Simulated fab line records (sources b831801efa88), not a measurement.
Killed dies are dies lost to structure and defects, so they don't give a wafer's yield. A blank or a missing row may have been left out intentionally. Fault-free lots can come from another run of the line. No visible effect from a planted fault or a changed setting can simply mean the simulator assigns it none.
fab line records	flow gf180mcu
record: lots: 5	wafers: 23
route steps=602 shown VT_IMPLANT@121 MVPSD@139 DUAL_GATE@143 POLY_GATE@164 HV_LDD@180
startH: hours from the record's first day to the start of the lot's first wafer shown	waitH: hours from the lot's prior step to this one	" repeats the value in the row above	L1.1+2: several wafers, shown together as one row	- no value, or no start was given	* or withheld: withheld	< > ~ a bound
route shown NAME@n: NAME is a module with steps in the file, n the number in the route of the first one	usual: mean/standard deviation of fault-free wafers	same: alike in all rows	chamber/n: place in a boat	sites: each site's reading	_std_site: the values' standard deviation	_edge_site: the outer-site mean with the inner-site mean subtracted	radiusMm: how far each site lies from the wafer's centre	mask NAME#n: copy n	behind: the most recent tool/chamber to have shaped the wafer	hold: what put the lot on hold/how long, in hours/how the hold closed	device: which transistor (n, p or np) failed to switch	end of line: the same wafers' tests at the end of the route	for a step that has no rows: nothing shown but its recipe	killed: count of dies lost to structure and defects at first sort (not the wafer's yield)	map: a wafer's dies, marking killed ones x, the rest . and places with no die _
set.NAME: the run value of the setting; set.NAME@STEP: its run value at that earlier step	model.NAME: the simulator's own value behind a step, which no gauge read
lots whose settings were changed on purpose; a table a step, a row a wafer
== steps ==
step: GF_VT_IMPLANT_STRIP_31
recipe: chemistry: O2/N2	powerW: 1400	pressureMtorr: 1500	platenTempC: 250	o2FlowSccm: 3000	n2FlowSccm: 300	overashFraction: 0.5
usual: oesProductAu: 0.716/0.0041	stripTimeToEndpointS: 12.65/0.033
lot.wafer	tool	chamber	startH	waitH	set.platenTempC	oesProductAu	stripTimeToEndpointS
L074.1	plasmaAsher-01	0	134.87	0.1	250	0.720	12.59
L074.2	"	1	"	"	250	0.720	12.66
L074.3	"	0	"	"	243	0.656	14.48
L074.5	"	1	"	"	243	0.660	14.52
L074.6	"	0	"	"	250	0.723	12.69
L075.1	plasmaAsher-04	0	143.68	0.1	250	0.719	12.67
L075.2	"	1	"	"	256.3	0.749	11.21
L075.3	"	1	"	"	250	0.720	12.67
L075.5	"	1	"	"	256.3	0.752	11.22
L075.6	"	0	"	"	250	0.715	12.66
L076.1	plasmaAsher-04	0	149.32	0.1	256.1	0.751	11.28
L076.3	"	0	"	"	250	0.712	12.66
L076.4	"	1	"	"	250	0.713	12.60
L076.5	"	0	"	"	256.1	0.756	11.31
L076.6	"	1	"	"	250	0.718	12.66
L081.1	plasmaAsher-02	1	200.38	0.1	250	0.711	12.66
L081.2	"	0	"	"	250	0.707	12.72
L081.3	"	1	"	"	250	0.718	12.69
L081.4	"	0	"	"	253.4	0.748	11.87
L081.6	"	0	"	"	253.4	0.749	11.84
L084.1	plasmaAsher-01	0	208.78	0.1	250	0.716	12.62
L084.3	"	1	"	"	250	0.716	12.63
L084.4	"	0	"	"	250	0.722	12.65
step: GF_VT_IMPLANT_IMPLANT_41
recipe: species: As	energyKev: 70	doseCm2: 1.013e+12	tiltDeg: 7
lot.wafer	tool	chamber	startH	waitH	set.energyKev	model.implant.drpNm
L074.1+2+5	implanter-04	0	149.47	0.0	70	18.17
L074.3+6	"	0	"	"	71.56	18.49
L075.1+2+3+5+6	implanter-04	0	159.17	0.0	70	18.17
L076.1+4	implanter-03	0	165.00	0.0	70	18.17
L076.3+5+6	"	0	"	"	71.75	18.53
L081.1+2+3+4+6	implanter-02	0	217.40	0.0	70	18.17
L084.1+3+4	implanter-04	0	226.60	0.0	70	18.17
step: GF_VT_IMPLANT_STRIP_42
recipe: chemistry: O2/N2	powerW: 1400	pressureMtorr: 1500	platenTempC: 250	o2FlowSccm: 3000	n2FlowSccm: 300	overashFraction: 0.5
step: GF_VT_IMPLANT_RS_MEAS_49
recipe: thkMeasGauge: four-point-probe
usual: MVPSD_RS: 1160/3.1
lot.wafer	tool	chamber	startH	waitH	set.doseCm2@MVPSD_IMPLANT_09	MVPSD_RS[ohm/sq]
L074.1	filmMetro-04	-	150.29	0.1	5e+12	1154
L074.2	"	-	"	"	4.721e+12	1170
L074.3	"	-	"	"	4.721e+12	1169
L074.5	"	-	"	"	5e+12	1159
L074.6	"	-	"	"	4.721e+12	1173
L075.1	filmMetro-03	-	159.99	0.1	5e+12	1162
L075.2	"	-	"	"	5.133e+12	1158
L075.3	"	-	"	"	5.133e+12	1157
L075.5	"	-	"	"	5.133e+12	1158
L075.6	"	-	"	"	5e+12	1162
L076.1	filmMetro-03	-	165.83	0.1	5e+12	1156
L076.3	"	-	"	"	5e+12	1158
L076.4	"	-	"	"	5e+12	1159
L076.5	"	-	"	"	5e+12	1156
L076.6	"	-	"	"	5e+12	1156
L081.1	filmMetro-03	-	218.22	0.1	4.643e+12	1174
L081.2	"	-	"	"	5e+12	1160
L081.3	"	-	"	"	5e+12	1157
L081.4	"	-	"	"	4.643e+12	1175
L081.6	"	-	"	"	5e+12	1158
L084.1	filmMetro-03	-	227.42	0.1	5e+12	1155
L084.3	"	-	"	"	5e+12	1157
L084.4	"	-	"	"	5e+12	1158
step: GF_DUAL_GATE_OXIDATION_02
recipe: tempC: 900	ambient: O2	stabiliseS: 600	purgeS: 300	targetThkA: 108.87	oxTimeS: 1602
lot.wafer	tool	chamber	startH	waitH	set.oxTimeS	model.SiO2_of_DUAL_GATE_OXIDATION_02.thkNm
L074.1	-	-	-	0.5	1602	10.86
L074.2	"	-	"	"	1602	10.92
L074.3	"	-	"	"	1602	11.16
L074.5	"	-	"	"	1602	10.89
L074.6	"	-	"	"	1602	10.91
L075.1	-	-	-	0.7	1602	10.98
L075.2	"	-	"	"	1602	10.95
L075.3	"	-	"	"	1602	10.84
L075.5	"	-	"	"	1602	11
L075.6	"	-	"	"	1602	10.86
L076.1	-	-	-	1.2	1705	11.33
L076.3+4	"	-	"	"	1705	11.34
L076.5	"	-	"	"	1705	11.46
L076.6	"	-	"	"	1705	11.51
L081.1	-	-	-	0.8	1767	11.42
L081.2	"	-	"	"	1767	11.69
L081.3	"	-	"	"	1767	11.49
L081.4	"	-	"	"	1767	11.56
L081.6	"	-	"	"	1767	11.66
L084.1	furnace-01	0	230.96	3.2	1602	11.02
L084.3	"	0	"	"	1602	10.84
L084.4	"	0	"	"	1602	10.95
step: GF_POLY_GATE_EXPOSE_07
recipe: maskId: Poly2	targetCdNm: 280	na: 0.68	sourceShape: conventional	sigmaOuter: 0.6	doseMj: 28
lot.wafer	tool	chamber	startH	waitH	mask	set.doseMj
L074.1+2+3	krfScanner-01	0	-	-	Poly2#0	28
L074.5+6	"	0	"	"	Poly2#0	28.86
L075.1+2+6	krfScanner-01	0	-	-	Poly2#0	28
L075.3+5	"	0	"	"	Poly2#0	27.34
L076.1+4+6	krfScanner-01	0	-	-	Poly2#0	28
L076.3+5	"	0	"	"	Poly2#0	26.39
L081.1+2+3+4+6	krfScanner-01	0	-	-	Poly2#0	28
L084.1+3+4	krfScanner-01	0	-	-	Poly2#0	28
step: GF_POLY_GATE_PEB_08
recipe: pebTempC: 135	pebTimeS: 90	resist: KrF
step: GF_POLY_GATE_DEVELOP_09
recipe: developTimeS: 60	resist: KrF	devTempC: 21
step: GF_POLY_GATE_CD_MEAS_10
recipe: targetCdNm: 280
usual: cdNm: 280.2/1.1
lot.wafer	tool	chamber	startH	waitH	set.doseMj@POLY_GATE_EXPOSE_07	cdNm
L074.1	cdSem-01	-	188.74	0.1	28	280.4
L074.2	"	-	"	"	28	281.7
L074.3	"	-	"	"	28	280.9
L074.5	"	-	"	"	28.86	275.3
L074.6	"	-	"	"	28.86	277.9
L075.1	cdSem-01	-	197.77	0.1	28	279.7
L075.2	"	-	"	"	28	280.3
L075.3	"	-	"	"	27.34	284.1
L075.5	"	-	"	"	27.34	284.4
L075.6	"	-	"	"	28	280.1
L076.1	cdSem-02	-	204.91	0.1	28	278.1
L076.3	"	-	"	"	26.39	288.7
L076.4	"	-	"	"	28	279.2
L076.5	"	-	"	"	26.39	286.6
L076.6	"	-	"	"	28	279.2
L081.1	cdSem-02	-	260.91	0.1	28	279.7
L081.2	"	-	"	"	28	280.9
L081.3	"	-	"	"	28	281.4
L081.4	"	-	"	"	28	281.3
L081.6	"	-	"	"	28	277.8
L084.1	cdSem-01	-	272.93	0.1	28	281.4
L084.3	"	-	"	"	28	280.8
L084.4	"	-	"	"	28	281.1
step: GF_POLY_GATE_ETCH_12
recipe: chemistry: N2/H2	targetDepthA: withheld	overetchA: withheld	timeS: withheld	target: BARC	ionEnergyEv: 200	sourceW: 500	biasW: 100	pressureMtorr: 30	n2FlowSccm: 100	h2FlowSccm: 200
lot.wafer	tool	chamber	startH	waitH	set.doseMj@POLY_GATE_EXPOSE_07	model.POLY_GATE.cdNm
L074.1+2	rieDiel-02	1,3	188.89	0.0	28	279.5
L074.3	"	0	"	"	28	280.8
L074.5	"	3	"	"	28.86	274.2
L074.6	"	2	"	"	28.86	278.3
L075.1	rieDiel-01	0	197.93	0.0	28	279.4
L075.2	"	3	"	"	28	278.5
L075.3	"	2	"	"	27.34	283.8
L075.5	"	1	"	"	27.34	284.3
L075.6	"	2	"	"	28	280.7
L076.1	rieDiel-01	2	205.07	0.0	28	278.4
L076.3	"	0	"	"	26.39	288.7
L076.4	"	3	"	"	28	278.7
L076.5	"	1	"	"	26.39	286.4
L076.6	"	2	"	"	28	279.6
L081.1	rieDiel-04	0	261.07	0.0	28	278.8
L081.2	"	3	"	"	28	281.5
L081.3	"	2	"	"	28	281.2
L081.4	"	1	"	"	28	282.3
L081.6	"	1	"	"	28	278.5
L084.1	rieDiel-04	2	273.09	0.0	28	281.7
L084.3	"	0	"	"	28	279.6
L084.4	"	3	"	"	28	281.4
step: GF_POLY_GATE_ETCH_13
recipe: target: poly-Si	targetDepthNm: 198.5	stopOn: SiO2	overEtchFrac: 0.403	chemistry: HBr/Cl2	icpW: 400	biasW: 100	pressureMtorr: 10	HBr_flow_sccm: 150	Cl2_flow_sccm: 50	timeS: 69.6
lot.wafer	tool	chamber	startH	waitH	set.doseMj@POLY_GATE_EXPOSE_07	model.POLY_GATE.cdNm
L074.1	rieSi-02	3	188.94	-	28	279.7
L074.2	"	2	"	"	28	276.7
L074.3	"	1	"	"	28	281.4
L074.5	"	3	"	"	28.86	274.8
L074.6	"	2	"	"	28.86	274.9
L075.1	rieSi-01	0	197.98	-	28	278.6
L075.2	"	2	"	"	28	277.2
L075.3	"	3	"	"	27.34	283.5
L075.5	"	3	"	"	27.34	284.4
L075.6	"	0	"	"	28	280.3
L076.1	rieSi-01	3	205.12	-	28	277.6
L076.3	"	1	"	"	26.39	289.3
L076.4	"	1	"	"	28	279
L076.5	"	3	"	"	26.39	287.1
L076.6	"	2	"	"	28	278.3
L081.1	rieSi-01	1	261.12	-	28	279.2
L081.2	"	3	"	"	28	280.9
L081.3	"	0	"	"	28	281.5
L081.4	"	2	"	"	28	280.5
L081.6	"	2	"	"	28	277.3
L084.1	rieSi-02	2	273.14	-	28	278.9
L084.3	"	3	"	"	28	279
L084.4	"	0	"	"	28	280.2
step: GF_POLY_GATE_STRIP_14
recipe: chemistry: O2/N2	powerW: 1400	pressureMtorr: 1500	platenTempC: 250	o2FlowSccm: 3000	n2FlowSccm: 300	overashFraction: 0.5
step: GF_POLY_GATE_CLEAN_15
recipe: chemistry: SC1/SC2	mix: 1:4:20	tempC: 70	timeS: 150	dry: n2Spin
step: GF_POLY_GATE_OXIDATION_16
recipe: tempC: 850	ambient: O2	stabiliseS: 600	purgeS: 300	targetThkA: 40	oxTimeS: 899
step: GF_POLY_GATE_CD_MEAS_18
usual: cdNm: 279.5/1.5
lot.wafer	tool	chamber	startH	waitH	set.doseMj@POLY_GATE_EXPOSE_07	cdNm
L074.1	cdSem-01	-	190.46	0.1	28	279.4
L074.2	"	-	"	"	28	276.6
L074.3	"	-	"	"	28	281.6
L074.5	"	-	"	"	28.86	274.7
L074.6	"	-	"	"	28.86	274.7
L075.1	cdSem-01	-	199.61	0.1	28	278.8
L075.2	"	-	"	"	28	277.6
L075.3	"	-	"	"	27.34	283.5
L075.5	"	-	"	"	27.34	284.7
L075.6	"	-	"	"	28	280.1
L076.1	cdSem-02	-	207.82	0.1	28	277.8
L076.3	"	-	"	"	26.39	289.6
L076.4	"	-	"	"	28	278.8
L076.5	"	-	"	"	26.39	287.0
L076.6	"	-	"	"	28	278.8
L081.1	cdSem-01	-	263.73	0.1	28	279.1
L081.2	"	-	"	"	28	281.1
L081.3	"	-	"	"	28	281.4
L081.4	"	-	"	"	28	280.6
L081.6	"	-	"	"	28	277.3
L084.1	cdSem-02	-	276.98	0.1	28	278.8
L084.3	"	-	"	"	28	279.0
L084.4	"	-	"	"	28	280.3
step: GF_HV_LDD_EXPOSE_04
recipe: maskId: Nplus_LV_AREA	targetCdNm: 400	na: 0.6	sourceShape: conventional	sigmaOuter: 0.6	doseMj: 140
lot.wafer	tool	chamber	startH	waitH	mask	set.doseMj
L074.1+2+5	ilineStepper-01	0	-	-	Nplus_LV_AREA#0	147.3
L074.3+6	"	0	"	"	Nplus_LV_AREA#0	140
L075.1+3+5	ilineStepper-01	0	-	-	Nplus_LV_AREA#0	130.6
L075.2+6	"	0	"	"	Nplus_LV_AREA#0	140
L076.1+3+4+5+6	ilineStepper-01	0	-	-	Nplus_LV_AREA#0	140
L081.1+4+6	ilineStepper-02	0	-	-	Nplus_LV_AREA#0	140
L081.2+3	"	0	"	"	Nplus_LV_AREA#0	143.9
L084.1+3+4	ilineStepper-02	0	-	-	Nplus_LV_AREA#0	140
step: GF_HV_LDD_PEB_05
recipe: tempC: withheld	timeS: *	resist: NOVOLAK
step: GF_HV_LDD_DEVELOP_06
recipe: developTimeS: 60	devTempC: 23
step: GF_HV_LDD_CD_MEAS_07
recipe: targetCdNm: 400
usual: cdNm: 399.5/2
lot.wafer	tool	chamber	startH	waitH	set.doseMj@HV_LDD_EXPOSE_04	cdNm
L074.1	cdSem-02	-	207.62	0.1	147.3	412.8
L074.2	"	-	"	"	147.3	413.5
L074.3	"	-	"	"	140	397.6
L074.5	"	-	"	"	147.3	411.9
L074.6	"	-	"	"	140	397.5
L075.1	cdSem-02	-	216.76	0.1	130.6	380.1
L075.2	"	-	"	"	140	400.5
L075.3	"	-	"	"	130.6	379.8
L075.5	"	-	"	"	130.6	380.9
L075.6	"	-	"	"	140	400.6
L076.1	cdSem-02	-	225.33	0.2	140	400.7
L076.3	"	-	"	"	140	403.0
L076.4	"	-	"	"	140	400.9
L076.5	"	-	"	"	140	401.0
L076.6	"	-	"	"	140	399.6
L081.1	cdSem-02	-	283.25	0.2	140	400.0
L081.2	"	-	"	"	143.9	407.8
L081.3	"	-	"	"	143.9	408.9
L081.4	"	-	"	"	140	401.3
L081.6	"	-	"	"	140	401.0
L084.1	cdSem-02	-	296.36	0.1	140	400.8
L084.3	"	-	"	"	140	401.5
L084.4	"	-	"	"	140	397.7
step: GF_HV_LDD_STRIP_22
recipe: chemistry: O2/N2	powerW: 1400	pressureMtorr: 1500	platenTempC: 250	o2FlowSccm: 3000	n2FlowSccm: 300	overashFraction: 0.5
usual: oesProductAu: 0.716/0.0045	stripTimeToEndpointS: 12.612/0.027
lot.wafer	tool	chamber	startH	waitH	set.platenTempC	oesProductAu	stripTimeToEndpointS
L074.1	plasmaAsher-02	1	225.82	0.1	250	0.715	12.597
L074.2	"	0	"	"	250	0.711	12.645
L074.3	"	1	"	"	250	0.718	12.663
L074.5	"	0	"	"	250	0.714	12.622
L074.6	"	1	"	"	250	0.711	12.662
L075.1	plasmaAsher-03	1	235.48	0.1	250	0.716	12.628
L075.2	"	0	"	"	250	0.703	12.586
L075.3	"	1	"	"	250	0.716	12.601
L075.5	"	1	"	"	250	0.718	12.630
L075.6	"	0	"	"	250	0.722	12.640
L076.1	plasmaAsher-02	1	243.65	0.1	250	0.713	12.597
L076.3	"	0	"	"	256.5	0.750	11.112
L076.4	"	1	"	"	256.5	0.760	11.115
L076.5	"	1	"	"	256.5	0.753	11.173
L076.6	"	0	"	"	250	0.723	12.621
L081.1	plasmaAsher-01	1	302.87	0.1	250	0.708	12.583
L081.2	"	0	"	"	250	0.714	12.597
L081.3	"	1	"	"	254.3	0.754	11.577
L081.4	"	0	"	"	254.3	0.752	11.552
L081.6	"	0	"	"	254.3	0.750	11.582
L084.1	plasmaAsher-03	0	316.97	0.1	250	0.727	12.617
L084.3	"	1	"	"	250	0.723	12.581
L084.4	"	0	"	"	250	0.715	12.568
step: GF_HV_LDD_IMPLANT_34
recipe: species: P	energyKev: 60	doseCm2: 7.5e+12	tiltDeg: 30	rotationDeg: 90
lot.wafer	tool	chamber	startH	waitH	set.doseCm2
L074.1+2	implanter-01	0	243.72	0.1	7.5e+12
L074.3+5+6	"	0	"	"	6.318e+12
L075.1+3+6	implanter-01	0	253.98	0.1	7.5e+12
L075.2+5	"	0	"	"	8.337e+12
L076.1+3+6	implanter-02	0	262.25	0.1	6.938e+12
L076.4+5	"	0	"	"	7.5e+12
L081.1+6	implanter-03	0	324.02	0.1	6.27e+12
L081.2+3+4	"	0	"	"	7.5e+12
L084.1+3+4	implanter-01	0	337.67	0.1	7.5e+12
step: GF_HV_LDD_COAT_41
recipe: resist: NOVOLAK	spinRpm: 3000	resistThkNm: 1000
lot.wafer	tool	chamber	startH	waitH	set.resistThkNm	model.NOVOLAK_of_HV_LDD_COAT_41.thkNm
L074.1	lithoTrack-03	0	253.31	0.1	1033	1029
L074.2	"	0	"	"	1000	996.6
L074.3	"	0	"	"	1000	992.8
L074.5	"	0	"	"	1033	1028
L074.6	"	0	"	"	1000	995.8
L075.1	lithoTrack-04	0	263.59	0.1	1000	997.9
L075.2	"	0	"	"	1000	999
L075.3+5	"	0	"	"	1055	1052
L075.6	"	0	"	"	1000	995.3
L076.1	lithoTrack-01	0	271.42	0.1	962.1	961.2
L076.3	"	0	"	"	962.1	962.4
L076.4	"	0	"	"	962.1	961.8
L076.5	"	0	"	"	1000	999.4
L076.6	"	0	"	"	1000	1000
L081.1	lithoTrack-04	0	334.24	0.1	1000	994.7
L081.2	"	0	"	"	1000	993.7
L081.3	"	0	"	"	1000	995.3
L081.4	"	0	"	"	1000	994.3
L081.6	"	0	"	"	1000	995.7
L084.1+3	lithoTrack-04	0	348.89	0.1	1000	1001
L084.4	"	0	"	"	1000	999.2
step: GF_HV_LDD_SOFTBAKE_42
recipe: tempC: 90	timeS: 60	resist: NOVOLAK
step: GF_HV_LDD_EXPOSE_43
recipe: maskId: Pplus_HV_AREA	targetCdNm: 400	na: 0.6	sourceShape: conventional	sigmaOuter: 0.6	doseMj: 140
step: GF_HV_LDD_PEB_44
recipe: tempC: withheld	timeS: *	resist: NOVOLAK
step: GF_HV_LDD_DEVELOP_45
recipe: developTimeS: 60	devTempC: 23.33
lot.wafer	tool	chamber	startH	waitH	set.resistThkNm@HV_LDD_COAT_41	model.HV_LDD.cdNm
L074.1	lithoTrack-03	0	262.71	0.1	1033	395.4
L074.2	"	0	"	"	1000	396.9
L074.3	"	0	"	"	1000	399.9
L074.5	"	0	"	"	1033	393.6
L074.6	"	0	"	"	1000	400.5
L075.1	lithoTrack-03	0	273.36	0.1	1000	396.8
L075.2+6	"	0	"	"	1000	396.7
L075.3	"	0	"	"	1055	393.2
L075.5	"	0	"	"	1055	389.8
L076.1	lithoTrack-01	0	281.02	0.1	962.1	403.3
L076.3	"	0	"	"	962.1	402.7
L076.4	"	0	"	"	962.1	403.7
L076.5	"	0	"	"	1000	397.7
L076.6	"	0	"	"	1000	398.6
L081.1	lithoTrack-01	0	345.12	0.1	1000	399.2
L081.2	"	0	"	"	1000	399.8
L081.3	"	0	"	"	1000	398.1
L081.4	"	0	"	"	1000	398.7
L081.6	"	0	"	"	1000	399.5
L084.1	lithoTrack-01	0	359.62	0.1	1000	393.6
L084.3	"	0	"	"	1000	395.3
L084.4	"	0	"	"	1000	394
step: GF_HV_LDD_IMPLANT_48
recipe: species: B	energyKev: 25	doseCm2: 3e+13	tiltDeg: 7
lot.wafer	tool	chamber	startH	waitH	set.doseCm2
L074.1+2+3+5+6	implanter-03	0	263.02	0.0	3e+13
L075.1+2+3+5+6	implanter-01	0	273.67	0.0	3e+13
L076.1+4	implanter-02	0	281.33	0.0	2.829e+13
L076.3+5+6	"	0	"	"	3e+13
L081.1+2+4	implanter-02	0	345.46	0.0	3e+13
L081.3+6	"	0	"	"	3.21e+13
L084.1+3+4	implanter-02	0	359.92	0.0	3e+13
step: GF_HV_LDD_STRIP_49
recipe: chemistry: O2/N2	powerW: 1400	pressureMtorr: 1500	platenTempC: 250	o2FlowSccm: 3000	n2FlowSccm: 300	overashFraction: 0.5
usual: stripTimeToEndpointS: 12.62/0.038
lot.wafer	tool	chamber	startH	waitH	set.resistThkNm@HV_LDD_COAT_41	stripTimeToEndpointS
L074.1	plasmaAsher-03	0	263.17	0.1	1033	12.90
L074.2	"	1	"	"	1000	12.58
L074.3	"	1	"	"	1000	12.54
L074.5	"	0	"	"	1033	12.90
L074.6	"	1	"	"	1000	12.58
L075.1	plasmaAsher-01	0	273.82	0.1	1000	12.60
L075.2	"	1	"	"	1000	12.62
L075.3	"	1	"	"	1055	13.13
L075.5	"	0	"	"	1055	13.15
L075.6	"	1	"	"	1000	12.57
L076.1	plasmaAsher-01	0	281.48	0.1	962.1	12.16
L076.3	"	0	"	"	962.1	12.20
L076.4	"	1	"	"	962.1	12.18
L076.5	"	1	"	"	1000	12.62
L076.6	"	0	"	"	1000	12.62
L081.1	plasmaAsher-01	1	345.61	0.1	1000	12.56
L081.2	"	0	"	"	1000	12.54
L081.3	"	1	"	"	1000	12.59
L081.4	"	0	"	"	1000	12.57
L081.6	"	1	"	"	1000	12.58
L084.1	plasmaAsher-01	0	360.07	0.1	1000	12.63
L084.3	"	1	"	"	1000	12.64
L084.4	"	0	"	"	1000	12.61
step: GF_HV_LDD_CLEAN_51
recipe: chemistry: SC1/SC2	mix: 1:4:20	tempC: 70	timeS: 150	dry: n2Spin
step: GF_HV_LDD_RTA_52
recipe: tempC: 1000	timeS: 10	ambient: N2
step: GF_HV_LDD_RS_MEAS_53
recipe: thkMeasGauge: four-point-probe
usual: HV_LDD_RS: 417.1/1.2
lot.wafer	tool	chamber	startH	waitH	set.doseCm2@HV_LDD_IMPLANT_34	HV_LDD_RS[ohm/sq]
L074.1	filmMetro-03	-	263.45	0.1	7.5e+12	417.7
L074.2	"	-	"	"	7.5e+12	415.9
L074.3	"	-	"	"	6.318e+12	419.3
L074.5	"	-	"	"	6.318e+12	421.4
L074.6	"	-	"	"	6.318e+12	419.6
L075.1	filmMetro-04	-	274.10	0.1	7.5e+12	417.0
L075.2	"	-	"	"	8.337e+12	413.3
L075.3	"	-	"	"	7.5e+12	415.7
L075.5	"	-	"	"	8.337e+12	414.3
L075.6	"	-	"	"	7.5e+12	416.4
L076.1	filmMetro-02	-	281.76	0.1	6.938e+12	420.1
L076.3	"	-	"	"	6.938e+12	419.6
L076.4	"	-	"	"	7.5e+12	418.7
L076.5	"	-	"	"	7.5e+12	418.3
L076.6	"	-	"	"	6.938e+12	419.2
L081.1	filmMetro-02	-	345.88	0.1	6.27e+12	422.1
L081.2	"	-	"	"	7.5e+12	417.0
L081.3	"	-	"	"	7.5e+12	418.5
L081.4	"	-	"	"	7.5e+12	417.8
L081.6	"	-	"	"	6.27e+12	422.6
L084.1	filmMetro-04	-	360.35	0.1	7.5e+12	419.3
L084.3	"	-	"	"	7.5e+12	418.0
L084.4	"	-	"	"	7.5e+12	417.6
== key ==
split: step: GF_VT_IMPLANT_STRIP_31	setting: platenTempC	stated: 250	by: wafer
response: step: GF_VT_IMPLANT_STRIP_31	reading: oesProductAu	change: +0.0183	per: 1%	r: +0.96
response: step: GF_VT_IMPLANT_STRIP_31	reading: stripTimeToEndpointS	change: *	per: 1%	r: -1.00
split: step: GF_VT_IMPLANT_IMPLANT_41	setting: energyKev	stated: 70	by: wafer
response: step: GF_VT_IMPLANT_IMPLANT_41	reading: model.implant.drpNm	change: +0.14	per: 1%	r: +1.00
split: step: GF_DUAL_GATE_OXIDATION_02	setting: oxTimeS	stated: 1602	by: lot
response: step: GF_DUAL_GATE_OXIDATION_02	reading: model.SiO2_of_DUAL_GATE_OXIDATION_02.thkNm	change: +0.0632	per: 1%	r: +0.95
split: step: GF_POLY_GATE_EXPOSE_07	setting: doseMj	stated: 28	by: wafer
response: step: GF_POLY_GATE_CD_MEAS_10	reading: cdNm	change: -1.54	per: 1%	r: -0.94
response: step: GF_POLY_GATE_ETCH_12	reading: model.POLY_GATE.cdNm	change: -1.5	per: 1%	r: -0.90
response: step: GF_POLY_GATE_ETCH_13	reading: model.POLY_GATE.cdNm	change: -1.73	per: 1%	r: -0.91
response: step: GF_POLY_GATE_CD_MEAS_18	reading: cdNm	change: -1.72	per: 1%	r: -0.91
split: step: GF_HV_LDD_EXPOSE_04	setting: doseMj	stated: 140	by: wafer
response: step: GF_HV_LDD_CD_MEAS_07	reading: cdNm	change: +2.96	per: 1%	r: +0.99
split: step: GF_HV_LDD_STRIP_22	setting: platenTempC	stated: 250	by: wafer
response: step: GF_HV_LDD_STRIP_22	reading: oesProductAu	change: +0.0168	per: 1%	r: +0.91
response: step: GF_HV_LDD_STRIP_22	reading: stripTimeToEndpointS	change: *	per: 1%	r: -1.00
split: step: GF_HV_LDD_IMPLANT_34	setting: doseCm2	stated: 7.5e+12	by: wafer
response: step: GF_HV_LDD_RS_MEAS_53	reading: HV_LDD_RS	change: -0.235	per: 1%	r: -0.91
split: step: GF_HV_LDD_COAT_41	setting: resistThkNm	stated: 1000	by: wafer
response: step: GF_HV_LDD_COAT_41	reading: model.NOVOLAK_of_HV_LDD_COAT_41.thkNm	change: +9.98	per: 1%	r: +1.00
response: step: GF_HV_LDD_DEVELOP_45	reading: model.HV_LDD.cdNm	change: -1.14	per: 1%	r: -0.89
response: step: GF_HV_LDD_STRIP_49	reading: stripTimeToEndpointS	change: *	per: 1%	r: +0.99
split: step: GF_HV_LDD_IMPLANT_48	setting: doseCm2	stated: 3e+13	by: wafer
response none clear
split outsideThisFile step=GF_MVPSD_IMPLANT_09 setting=doseCm2
split outsideThisFile: this setting was split too, and the file shows its column; the key of that split is in another file
